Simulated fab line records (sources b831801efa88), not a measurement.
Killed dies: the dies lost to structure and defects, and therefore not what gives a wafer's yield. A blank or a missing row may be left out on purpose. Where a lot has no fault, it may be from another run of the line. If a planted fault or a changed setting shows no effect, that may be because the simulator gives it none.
Chamber matching | flow sky130 | SKY_VIA1_CMP_24 on cmp-01 has 4 sister chambers
The step polishes, stops on SiO2, t overpolish 15 s, target thk 0 nm. 16 wafers are shown with their chamber, then 8 later ones without.

## WAFERS WITH THEIR CHAMBER
wafer  | chamber | motor_current_A (A) | time_to_endpoint_s (s) | overpolish_run_s (s)
L592.1 | 1       | 12.2                | 61                     | 14.978
L592.3 | 3       | 8.7                 | 62                     | 14.991
L592.5 | 0       | 11.2                | 60                     | 15.004
L594.2 | 3       | 8.7                 | 61                     | 14.992
L594.5 | 3       | 9.0                 | 60                     | 14.988
L594.6 | 0       | 11.2                | 61                     | 15.003
L598.2 | 2       | 12.6                | 63                     | 15.005
L598.3 | 1       | 12.7                | 64                     | 15.002
L598.5 | 1       | 12.5                | 63                     | 15.001
L603.2 | 2       | 12.9                | 67                     | 15.000
L603.3 | 1       | 12.4                | 66                     | 14.991
L603.6 | 0       | 10.8                | 61                     | 15.000
L605.1 | 3       | 8.8                 | 64                     | 14.988
L605.2 | 2       | 12.9                | 69                     | 14.999
L605.3 | 1       | 12.2                | 67                     | 15.003
L608.3 | 0       | 10.8                | 63                     | 14.992

SIGNATURES, as means of the wafers listed above
reading            | chamber 0 | chamber 1 | chamber 2 | chamber 3 | scatter within a chamber
motor_current_A    | 11.000    | 12.400    | 12.800    | 8.800     | 0.196
time_to_endpoint_s | 61.25     | 64.20     | 66.33     | 61.75     | 2.14
overpolish_run_s   | 14.99975  | 14.99500  | 15.00133  | 14.98975  | 0.00693
Rule: distance of a wafer from a chamber = root of the sum over the readings of ((wafer's reading minus chamber's mean) / reading's scatter) squared. If the next closest chamber is less than 2 further off than the closest, the wafer can't be placed; otherwise it belongs to the closest. The scatter is the square root of a quotient: the sum, over the shown wafers, of each reading's squared deviation from its chamber's mean, divided by wafers minus chambers.

## WAFERS WHOSE CHAMBER IS MISSING
wafer  | motor_current_A (A) | time_to_endpoint_s (s) | overpolish_run_s (s)
L608.5 | 9.0                 | 66                     | 15.003
L608.6 | 11.7                | 64                     | 15.000
L609.3 | 12.3                | 65                     | 14.994
L609.4 | 8.8                 | 65                     | 14.999
L609.6 | 12.6                | 64                     | 14.999
L613.1 | 12.7                | 66                     | 14.992
L613.3 | 8.4                 | 61                     | 14.994
L613.5 | 9.3                 | 61                     | 15.007

## CHAMBER TAKEN BY EACH
wafer  | from the rows above     | in truth
L608.5 | 3                       | 3
L608.6 | can't be placed: 1 or 0 | 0
L609.3 | 1                       | 1
L609.4 | 3                       | 3
L609.6 | can't be placed: 1 or 2 | 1
L613.1 | can't be placed: 2 or 1 | 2
L613.3 | 3                       | 3
L613.5 | 3                       | 3
Placed correctly: 5 of 8. Unplaceable from these rows: 3, with the true chamber sitting among the candidates in 3. 0 placed wrongly.
